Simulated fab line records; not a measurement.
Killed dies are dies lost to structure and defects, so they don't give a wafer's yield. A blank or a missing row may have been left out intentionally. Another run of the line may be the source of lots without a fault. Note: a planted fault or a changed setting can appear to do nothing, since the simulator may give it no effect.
Chamber matching | flow gf180mcu | GF_CONTACT_ETCH_16 on rie-diel-03: 4 sister chambers
The step etches BARC in N2/H2. 8 wafers are shown with their chamber, then 7 later ones without.

## WAFERS PAIRED WITH THEIR CHAMBERS
wafer  | chamber | drypump-motor-current-A (A) | throttle-valve-pct (%)
L297.6 | 1       | 6.0                         | 13.237
L299.1 | 1       | 6.0                         | 13.243
L310.3 | 3       | 5.7                         | 13.226
L311.1 | 0       | 6.1                         | 13.219
L311.3 | 2       | 5.1                         | 13.230
L311.6 | 3       | 5.7                         | 13.218
L312.1 | 2       | 5.2                         | 13.227
L312.5 | 0       | 6.1                         | 13.220

## WAFERS MISSING THEIR CHAMBER
wafer  | drypump-motor-current-A (A) | throttle-valve-pct (%)
L312.6 | 5.7                         | 13.242
L313.1 | 5.7                         | 13.228
L313.3 | 6.1                         | 13.224
L313.6 | 6.1                         | 13.218
L314.1 | 6.0                         | 13.208
L314.3 | 6.1                         | 13.220
L314.6 | 5.2                         | 13.217

## CHAMBER TAKEN BY EACH
wafer  | from the rows above | in truth
L312.6 | 3                   | 3
L313.1 | 3                   | 3
L313.3 | 0                   | 0
L313.6 | 0                   | 0
L314.1 | 0                   | 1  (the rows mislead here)
L314.3 | 0                   | 0
L314.6 | 2                   | 2
Correct placement for 6 of the 7. Can't be placed from these rows: 0. Wrongly placed: 1.
How it was worked out, from the rows above alone: a wafer's distance from a chamber is the root of the sum, over the readings, of the square of ((its reading less the chamber's mean) divided by the reading's scatter). If the next closest chamber is less than 2 further off than the closest, the wafer can't be placed; otherwise it belongs to the closest. The mean given for a chamber averages the wafers shown for that chamber. The scatter: the root of (the sum of the squares of (reading less its chamber's mean) over the shown wafers, divided by (wafers less chambers)).
